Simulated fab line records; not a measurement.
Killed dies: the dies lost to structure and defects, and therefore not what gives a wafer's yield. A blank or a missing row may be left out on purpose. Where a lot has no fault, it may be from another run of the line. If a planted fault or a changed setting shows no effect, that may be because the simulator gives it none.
fab line records + flow gf180mcu + part 2 of 2: steps 30 to 41 of 41
record:
- lots: 5
- wafers: 15
- lastDay: 34
route steps=602 shown VT_IMPLANT@129 MVSD@136 NWELL@137 LVPWELL@138 MVPSD@139 DUAL_GATE@141 POLY_GATE@157
lots that met no fault: from a run of the same line without faults
startH: the number of hours between the record's first day and the start of the first shown wafer of the lot + waitH: time in hours since the lot's previous step + " same as the row above + L1.1+2: one row covering several wafers at once + - value missing, or start not given + * or withheld: withheld + < > ~ a bound
route shown NAME@n: names a module that has steps shown in the file, with the first one's number in the route + usual: mean and standard deviation over wafers with no fault + same: alike in all rows + chamber/n: place in a boat + sites: each site's reading + _std_site: standard deviation of those values + _edge_site: inner sites' mean taken away from outer sites' mean + radiusMm: how far each site lies from the wafer's centre + mask NAME#n: copy n + behind: the most recent tool/chamber to have shaped the wafer + hold: reason for holding the lot/hours on hold/outcome of the hold + device: the n, p or np transistor that did not switch + end of line: the tests these same wafers got at the end of their route + step lacking rows: just its recipe + killed: count of dies lost to structure and defects at first sort (not the wafer's yield) + map: the dies of a wafer, with x for killed, . for not killed, _ for no die there
set.NAME: the setting the step ran with; set.NAME@STEP: the setting that earlier step ran with + model.NAME: the simulator's own value behind a step, which no gauge read
a table for each step, a row for each wafer; lots at some steps of the route
services: from which hour (startH, from the record's first day; less than 0 if before it) a tool's chamber was out of use, for how many hours, and why
== steps ==
step: GF_POLY_GATE_THK_MEAS_01
recipe:
- reads: poly-Si_of_POLY_GATE_CVD_00
usual:
- POLY_GATE_CVD_00_THK: 199.2/1.8
| lot.wafer | tool         | chamber | startH | waitH | POLY_GATE_CVD_00_THK[nm] |
|-----------|--------------|---------|--------|-------|--------------------------|
| L076.1    | filmMetro-03 | -       | 192.86 | 0.0   | 198.2                    |
| L076.5    | "            | -       | "      | "     | 197.7                    |
| L076.6    | "            | -       | "      | "     | 198.4                    |
| L089.1    | filmMetro-03 | -       | 284.59 | 0.0   | 198.0                    |
| L089.5    | "            | -       | "      | "     | 196.1                    |
| L089.6    | "            | -       | "      | "     | 198.7                    |
| L093.1    | filmMetro-04 | -       | 315.49 | 0.0   | 199.3                    |
| L093.2    | "            | -       | "      | "     | 198.3                    |
| L093.4    | "            | -       | "      | "     | 198.8                    |
| L095.4    | filmMetro-03 | -       | 323.88 | 0.0   | 196.0                    |
| L095.5    | "            | -       | "      | "     | 196.8                    |
| L095.6    | "            | -       | "      | "     | 197.3                    |
| L096.1    | filmMetro-03 | -       | 334.40 | 0.0   | 197.6                    |
| L096.5    | "            | -       | "      | "     | 197.6                    |
| L096.6    | "            | -       | "      | "     | 199.9                    |
step: GF_POLY_GATE_DEHYDRATE_02
recipe:
- tempC: 200
- timeS: 60
usual:
- plateTempC: 200.03/0.16
| lot.wafer | tool          | chamber | startH | waitH | plateTempC |
|-----------|---------------|---------|--------|-------|------------|
| L076.1    | lithoTrack-03 | 0       | 200.24 | 7.4   | 200.12     |
| L076.5    | "             | 0       | "      | "     | 199.94     |
| L076.6    | "             | 0       | "      | "     | 199.94     |
| L089.1    | lithoTrack-03 | 0       | 294.24 | 9.6   | 199.94     |
| L089.5    | "             | 0       | "      | "     | 199.86     |
| L089.6    | "             | 0       | "      | "     | 200.26     |
| L093.1    | lithoTrack-01 | 0       | 325.35 | 9.9   | 199.97     |
| L093.2    | "             | 0       | "      | "     | 199.83     |
| L093.4    | "             | 0       | "      | "     | 199.91     |
| L095.4    | lithoTrack-04 | 0       | 334.30 | 10.4  | 200.03     |
| L095.5    | "             | 0       | "      | "     | 200.37     |
| L095.6    | "             | 0       | "      | "     | 200.34     |
| L096.1    | lithoTrack-04 | 0       | 344.23 | 9.8   | 200.12     |
| L096.5    | "             | 0       | "      | "     | 200.03     |
| L096.6    | "             | 0       | "      | "     | 199.96     |
step: GF_POLY_GATE_HMDS_03
recipe:
- primeTimeS: 60
- primeTempC: 120
| lot.wafer  | tool          | chamber | startH | waitH |
|------------|---------------|---------|--------|-------|
| L076.1+5+6 | lithoTrack-03 | 0       | 200.39 | 0.1   |
| L089.1+5+6 | lithoTrack-03 | 0       | 294.39 | 0.1   |
| L093.1+2+4 | lithoTrack-01 | 0       | 325.50 | 0.1   |
| L095.4+5+6 | lithoTrack-04 | 0       | 334.45 | 0.1   |
| L096.1+5+6 | lithoTrack-04 | 0       | 344.38 | 0.1   |
step: GF_POLY_GATE_COAT_04
recipe:
- resist: BARC
- tempC: withheld
- timeS: withheld
- spinRpm: withheld
- resistThkNm: withheld
| lot.wafer  | tool          | chamber | startH | waitH |
|------------|---------------|---------|--------|-------|
| L076.1+5+6 | lithoTrack-03 | 0       | 200.54 | 0.1   |
| L089.1+5+6 | lithoTrack-03 | 0       | 294.54 | 0.1   |
| L093.1+2+4 | lithoTrack-01 | 0       | 325.65 | 0.1   |
| L095.4+5+6 | lithoTrack-04 | 0       | 334.60 | 0.1   |
| L096.1+5+6 | lithoTrack-04 | 0       | 344.53 | 0.1   |
step: GF_POLY_GATE_COAT_05
recipe:
- resist: KrF
- spinRpm: withheld
- resistThkNm: 700
| lot.wafer  | tool          | chamber | startH | waitH |
|------------|---------------|---------|--------|-------|
| L076.1+5+6 | lithoTrack-03 | 0       | -      | -     |
| L089.1+5+6 | lithoTrack-03 | 0       | -      | -     |
| L093.1+2+4 | lithoTrack-01 | 0       | -      | -     |
| L095.4+5+6 | lithoTrack-04 | 0       | -      | -     |
| L096.1+5+6 | lithoTrack-04 | 0       | -      | -     |
step: GF_POLY_GATE_SOFTBAKE_06
recipe:
- tempC: 129.1
- timeS: 60
- resist: KrF
usual:
- plateTempC: 129.08/0.12
| lot.wafer | tool          | chamber | startH | waitH | plateTempC |
|-----------|---------------|---------|--------|-------|------------|
| L076.1    | lithoTrack-03 | 0       | -      | -     | 129.12     |
| L076.5    | "             | 0       | "      | "     | 129.13     |
| L076.6    | "             | 0       | "      | "     | 128.90     |
| L089.1    | lithoTrack-03 | 0       | -      | -     | 129.19     |
| L089.5    | "             | 0       | "      | "     | 129.10     |
| L089.6    | "             | 0       | "      | "     | 129.17     |
| L093.1    | lithoTrack-01 | 0       | -      | -     | 129.01     |
| L093.2    | "             | 0       | "      | "     | 128.94     |
| L093.4    | "             | 0       | "      | "     | 129.08     |
| L095.4    | lithoTrack-04 | 0       | -      | -     | 129.16     |
| L095.5    | "             | 0       | "      | "     | 129.33     |
| L095.6    | "             | 0       | "      | "     | 129.18     |
| L096.1    | lithoTrack-04 | 0       | -      | -     | 128.93     |
| L096.5    | "             | 0       | "      | "     | 128.98     |
| L096.6    | "             | 0       | "      | "     | 128.93     |
step: GF_POLY_GATE_EXPOSE_07
recipe:
- maskId: Poly2
- targetCdNm: 280
- na: 0.68
- sourceShape: conventional
- sigmaOuter: 0.6
- doseMj: 28
| lot.wafer  | tool          | chamber | startH | waitH | mask    |
|------------|---------------|---------|--------|-------|---------|
| L076.1+5+6 | krfScanner-02 | 0       | -      | -     | Poly2#0 |
| L089.1+5+6 | krfScanner-02 | 0       | -      | -     | Poly2#0 |
| L093.1+2+4 | krfScanner-01 | 0       | -      | -     | Poly2#0 |
| L095.4+5+6 | krfScanner-01 | 0       | -      | -     | Poly2#0 |
| L096.1+5+6 | krfScanner-02 | 0       | -      | -     | Poly2#0 |
step: GF_POLY_GATE_PEB_08
recipe:
- pebTempC: 135
- pebTimeS: 90
- resist: KrF
usual:
- plateTempC: 135.01/0.15
| lot.wafer | tool          | chamber | startH | waitH | plateTempC |
|-----------|---------------|---------|--------|-------|------------|
| L076.1    | lithoTrack-04 | 0       | -      | -     | 134.91     |
| L076.5    | "             | 0       | "      | "     | 135.14     |
| L076.6    | "             | 0       | "      | "     | 134.96     |
| L089.1    | lithoTrack-04 | 0       | -      | -     | 135.05     |
| L089.5    | "             | 0       | "      | "     | 134.89     |
| L089.6    | "             | 0       | "      | "     | 135.02     |
| L093.1    | lithoTrack-03 | 0       | -      | -     | 134.85     |
| L093.2    | "             | 0       | "      | "     | 134.81     |
| L093.4    | "             | 0       | "      | "     | 134.86     |
| L095.4    | lithoTrack-03 | 0       | -      | -     | 134.88     |
| L095.5    | "             | 0       | "      | "     | 135.02     |
| L095.6    | "             | 0       | "      | "     | 134.94     |
| L096.1    | lithoTrack-01 | 0       | -      | -     | 135.08     |
| L096.5    | "             | 0       | "      | "     | 134.91     |
| L096.6    | "             | 0       | "      | "     | 135.05     |
step: GF_POLY_GATE_DEVELOP_09
recipe:
- developTimeS: 60
- resist: KrF
- devTempC: 21
| lot.wafer  | tool          | chamber | startH | waitH |
|------------|---------------|---------|--------|-------|
| L076.1+5+6 | lithoTrack-04 | 0       | 209.68 | 0.2   |
| L089.1+5+6 | lithoTrack-04 | 0       | 304.98 | 0.2   |
| L093.1+2+4 | lithoTrack-03 | 0       | 336.54 | 0.2   |
| L095.4+5+6 | lithoTrack-03 | 0       | 345.76 | 0.1   |
| L096.1+5+6 | lithoTrack-01 | 0       | 355.25 | 0.2   |
step: GF_POLY_GATE_CD_MEAS_10
recipe:
- targetCdNm: 280
usual:
- cdNm: 280.6/1.1
| lot.wafer | tool     | chamber | startH | waitH | cdNm  |
|-----------|----------|---------|--------|-------|-------|
| L076.1    | cdSem-02 | -       | 209.87 | 0.2   | 279.9 |
| L076.5    | "        | -       | "      | "     | 279.2 |
| L076.6    | "        | -       | "      | "     | 280.4 |
| L089.1    | cdSem-01 | -       | 305.13 | 0.1   | 282.5 |
| L089.5    | "        | -       | "      | "     | 281.6 |
| L089.6    | "        | -       | "      | "     | 281.9 |
| L093.1    | cdSem-02 | -       | 336.69 | 0.1   | 280.2 |
| L093.2    | "        | -       | "      | "     | 280.0 |
| L093.4    | "        | -       | "      | "     | 279.7 |
| L095.4    | cdSem-02 | -       | 345.90 | 0.1   | 280.4 |
| L095.5    | "        | -       | "      | "     | 279.9 |
| L095.6    | "        | -       | "      | "     | 280.6 |
| L096.1    | cdSem-01 | -       | 355.40 | 0.1   | 280.7 |
| L096.5    | "        | -       | "      | "     | 280.1 |
| L096.6    | "        | -       | "      | "     | 280.7 |
step: GF_POLY_GATE_OVL_MEAS_11
usual:
- POLY_GATE_OVL: -1/5
| lot.wafer | tool       | chamber | startH | waitH | POLY_GATE_OVL[nm] |
|-----------|------------|---------|--------|-------|-------------------|
| L076.1    | overlay-02 | -       | 209.99 | 0.1   | 3                 |
| L076.5    | "          | -       | "      | "     | 3                 |
| L076.6    | "          | -       | "      | "     | -7                |
| L089.1    | overlay-01 | -       | 305.25 | 0.1   | -3                |
| L089.5    | "          | -       | "      | "     | 0                 |
| L089.6    | "          | -       | "      | "     | 0                 |
| L093.1    | overlay-02 | -       | 336.81 | 0.1   | -8                |
| L093.2    | "          | -       | "      | "     | -7                |
| L093.4    | "          | -       | "      | "     | -2                |
| L095.4    | overlay-01 | -       | 345.98 | 0.1   | -1                |
| L095.5    | "          | -       | "      | "     | -7                |
| L095.6    | "          | -       | "      | "     | 0                 |
| L096.1    | overlay-02 | -       | 355.52 | 0.1   | 0                 |
| L096.5    | "          | -       | "      | "     | 2                 |
| L096.6    | "          | -       | "      | "     | -4                |
step: GF_POLY_GATE_ETCH_12
recipe:
- chemistry: N2/H2
- targetDepthA: withheld
- overetchA: withheld
- timeS: withheld
- target: BARC
- ionEnergyEv: 200
- sourceW: 500
- biasW: 100
- pressureMtorr: 30
- n2FlowSccm: 100
- h2FlowSccm: 200
usual:
- biasW: 99.98/0.29
- chamberPressureMTorr: 30.003/0.025
- drypumpMotorCurrentA: 5.9/0.57
- oesProductAu: 0.734/0.0046
- throttleValvePct: 13.216/0.0091
| lot.wafer | tool       | chamber | startH | waitH | biasW  | chamberPressureMTorr | drypumpMotorCurrentA | oesProductAu | throttleValvePct |
|-----------|------------|---------|--------|-------|--------|----------------------|----------------------|--------------|------------------|
| L076.1    | rieDiel-01 | 1       | 210.02 | 0.0   | 100.31 | 29.984               | 5.7                  | 0.737        | 13.211           |
| L076.5    | "          | 1       | "      | "     | 100.01 | 29.957               | 5.7                  | 0.732        | 13.219           |
| L076.6    | "          | 0       | "      | "     | 99.93  | 30.022               | 6.3                  | 0.735        | 13.206           |
| L089.1    | rieDiel-01 | 1       | 305.28 | 0.0   | 100.31 | 30.014               | 5.7                  | 0.735        | 13.218           |
| L089.5    | "          | 3       | "      | "     | 100.19 | 30.006               | 6.8                  | 0.734        | 13.213           |
| L089.6    | "          | 2       | "      | "     | 99.71  | 30.002               | 6.4                  | 0.737        | 13.225           |
| L093.1    | rieDiel-03 | 0       | 336.84 | 0.0   | 100.22 | 29.980               | 6.4                  | 0.733        | 13.216           |
| L093.2    | "          | 1       | "      | "     | 100.36 | 29.960               | 6.1                  | 0.726        | 13.217           |
| L093.4    | "          | 2       | "      | "     | 100.55 | 29.968               | 5.6                  | 0.736        | 13.218           |
| L095.4    | rieDiel-04 | 2       | 346.02 | 0.0   | 99.64  | 29.986               | 5.6                  | 0.741        | 13.217           |
| L095.5    | "          | 1       | "      | "     | 100.50 | 30.024               | 5.8                  | 0.729        | 13.210           |
| L095.6    | "          | 3       | "      | "     | 100.08 | 30.028               | 4.7                  | 0.736        | 13.203           |
| L096.1    | rieDiel-04 | 1       | 355.56 | 0.0   | 99.84  | 29.989               | 5.8                  | 0.728        | 13.215           |
| L096.5    | "          | 1       | "      | "     | 99.72  | 30.003               | 5.8                  | 0.732        | 13.231           |
| L096.6    | "          | 0       | "      | "     | 99.94  | 30.018               | 5.5                  | 0.733        | 13.206           |
== services ==
| tool            | chamber | startH | hours | kind   |
|-----------------|---------|--------|-------|--------|
| krfScanner-01   | -       | 144.07 | 0.9   | repair |
| ilineStepper-02 | -       | 144.37 | 1.7   | pm     |
| krfScanner-02   | -       | 147.15 | 0.8   | pm     |
| plasmaAsher-03  | -       | 163.02 | 3.9   | repair |
| krfScanner-02   | -       | 173.07 | 1.3   | pm     |
| krfScanner-02   | -       | 174.75 | 1.0   | pm     |
| implanter-04    | -       | 175.29 | 3.1   | pm     |
| furnace-02      | -       | 177.40 | 9.6   | pm     |
| plasmaAsher-03  | -       | 180.40 | 1.0   | repair |
| krfScanner-01   | -       | 181.92 | 1.0   | pm     |
| krfScanner-01   | -       | 196.26 | 4.0   | pm     |
| implanter-02    | -       | 197.50 | 3.3   | pm     |
| rieDiel-04      | -       | 198.39 | 0.6   | repair |
| implanter-04    | -       | 203.67 | 1.3   | pm     |
| implanter-02    | -       | 205.51 | 3.9   | repair |
| implanter-02    | -       | 209.22 | 5.0   | repair |
| lpcvd-01        | -       | 241.24 | 0.9   | repair |
| rtpAnneal-01    | -       | 244.81 | 6.3   | pm     |
| krfScanner-02   | -       | 303.57 | 4.8   | repair |
| krfScanner-02   | -       | 315.95 | 0.8   | pm     |
| furnace-01      | -       | 317.23 | 3.6   | pm     |
| furnace-02      | -       | 330.17 | 4.4   | pm     |
| krfScanner-02   | -       | 343.75 | 1.0   | pm     |
| krfScanner-02   | -       | 348.97 | 1.3   | pm     |
